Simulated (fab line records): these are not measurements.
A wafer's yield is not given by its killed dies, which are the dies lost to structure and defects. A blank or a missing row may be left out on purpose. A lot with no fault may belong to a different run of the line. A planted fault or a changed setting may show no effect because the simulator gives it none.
Which tool did it? | flow gf180mcu | Sampling: 14 lots, 42 wafers, 2 of 602 route steps

WHAT EACH GAUGE READ, for each wafer
GF_M4_CD_MEAS_14 targets a cd of 280 nm. Usual: cd_nm 280.3 nm, standard deviation 1.3.
lot  | measured     | on        | cd_nm (nm)        | flag
L191 | day 23 09:06 | cd_sem-01 | 280.8 281.1 280.9 |
L192 | day 23 18:37 | cd_sem-01 | 280.1 280.9 280.6 |
L194 | day 24 12:09 | cd_sem-02 | 280.4 278.8 279.9 |
L195 | day 25 02:33 | cd_sem-01 | 278.1 277.8 278.5 |
L196 | day 25 11:57 | cd_sem-02 | 279.4 279.4 278.9 |
L197 | day 25 21:01 | cd_sem-01 | 281.4 280.5 281.0 |
L198 | day 26 02:02 | cd_sem-01 | 280.7 280.6 281.3 |
L199 | day 26 04:44 | cd_sem-02 | 282.2 282.8 281.7 |
L200 | day 26 17:58 | cd_sem-02 | 280.6 279.7 280.3 |
L201 | day 26 22:35 | cd_sem-01 | 278.5 279.9 279.8 |
L202 | day 27 02:17 | cd_sem-01 | 279.7 280.0 279.6 |
L209 | day 29 18:31 | cd_sem-02 | 279.8 279.7 280.1 |
L211 | day 29 21:26 | cd_sem-01 | 278.9 279.2 279.8 |
L212 | day 30 00:51 | cd_sem-02 | 282.6 281.8 281.8 |

WHICH TOOL RAN EACH LOT (tool, then ch and the chambers of the sampled wafers, then the start)
lot  | GF_M4_SPUTTER_03
L191 | pvd_sputter-03, day 22 09:25
L192 | pvd_sputter-01, day 22 19:46
L194 | pvd_sputter-04, day 23 13:47
L195 | pvd_sputter-04, day 24 04:43
L196 | pvd_sputter-04, day 24 14:40
L197 | pvd_sputter-01, day 24 23:23
L198 | pvd_sputter-01, day 25 04:22
L199 | pvd_sputter-03, day 25 07:47
L200 | pvd_sputter-03, day 25 20:59
L201 | pvd_sputter-03, day 26 02:14
L202 | pvd_sputter-01, day 26 05:49
L209 | pvd_sputter-03, day 28 20:36
L211 | pvd_sputter-01, day 29 03:01
L212 | pvd_sputter-04, day 29 06:00
- GF_M4_SPUTTER_03: material Ti, target thk 10 nm, time 6.7 s.

AS READ BY THE TOOLS THEMSELVES (means over the sampled wafers that have a number; for cases with no such wafer, the mark the record gives instead)
GF_M4_SPUTTER_03. Usual: throttle_valve_pct 29.9 %, standard deviation 0.94.
lot  | tool           | throttle_valve_pct (%) | flag
L191 | pvd_sputter-03 | 29.3                   |
L192 | pvd_sputter-01 | 30.1                   |
L194 | pvd_sputter-04 | 29.6                   |
L195 | pvd_sputter-04 | 29.8                   |
L196 | pvd_sputter-04 | 29.9                   |
L197 | pvd_sputter-01 | 30.7                   |
L198 | pvd_sputter-01 | 30.2                   |
L199 | pvd_sputter-03 | 29.5                   |
L200 | pvd_sputter-03 | 29.1                   |
L201 | pvd_sputter-03 | 29.9                   |
L202 | pvd_sputter-01 | 30.5                   |
L209 | pvd_sputter-03 | 29.4                   |
L211 | pvd_sputter-01 | 30.7                   |
L212 | pvd_sputter-04 | 30.2                   |

THE ANSWER, worked out from the rows above alone
Rule: a lot is off if the mean of its wafers that have a number lies more than 3 standard deviations from the usual mean. A lot without any number at a reading at which 4 lots or more have one is off too. The other lots that the step has rows for count as sound. After the gauges, taken in route order, come the tools' own readings; for these a lot's mean is taken, as printed above. The first step at which some lot is off is used, and at that step the reading that is off furthest; a lot without a number counts as furthest.
No lot is off on any of the readings shown, so nothing can be concluded from this.

WHAT THE SIMULATOR HAD PUT IN
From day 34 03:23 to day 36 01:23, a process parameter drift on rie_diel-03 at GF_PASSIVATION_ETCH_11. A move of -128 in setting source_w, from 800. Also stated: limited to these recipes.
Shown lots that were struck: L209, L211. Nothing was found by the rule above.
